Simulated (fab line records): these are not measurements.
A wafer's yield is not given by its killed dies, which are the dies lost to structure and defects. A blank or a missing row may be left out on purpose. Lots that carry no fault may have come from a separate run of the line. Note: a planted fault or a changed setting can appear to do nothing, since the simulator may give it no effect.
Chamber matching -- flow sky130 -- cmp-02 running SKY_VIA4_CMP_02: 4 sister chambers
The step polishes SiO2. 4 wafers are shown with their chamber, then 8 later ones without.

WAFERS WITH THEIR CHAMBER
wafer,chamber,motor current A (A)
L696.6,1,13.1
L698.1,2,11.7
L698.6,3,10.9
L699.2,0,12.3

WAFERS WITHOUT THEIR CHAMBER
wafer,motor current A (A)
L699.3,11.3
L699.4,12.5
L706.2,11.2
L706.5,11.9
L706.6,12.7
L707.4,11.1
L707.5,12.1
L707.6,11.3

EACH ONE'S CHAMBER
wafer,from the rows above,in truth
L699.3,can't be placed: 2 or 3 or 0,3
L699.4,can't be placed: 0 or 1 or 2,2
L706.2,can't be placed: 3 or 2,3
L706.5,can't be placed: 2 or 0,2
L706.6,can't be placed: 0 or 1 or 2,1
L707.4,can't be placed: 3 or 2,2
L707.5,can't be placed: 0 or 2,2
L707.6,can't be placed: 2 or 3 or 0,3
Correct placement for 0 of the 8. These rows do not allow placing 8 (true chamber among the candidates in 8). Wrongly placed: 0.
How it was worked out, from the rows above alone: a wafer's distance from a chamber is the root of the sum, over the readings, of the square of ((its reading less the chamber's mean) divided by the reading's scatter). If the next closest chamber is less than 2 further off than the closest, the wafer can't be placed; otherwise it belongs to the closest. For every chamber, the mean is computed from those of its wafers that are shown. The scatter: root of mean squared gap, hidden wafer to nearest shown wafer, with one shown wafer a chamber.
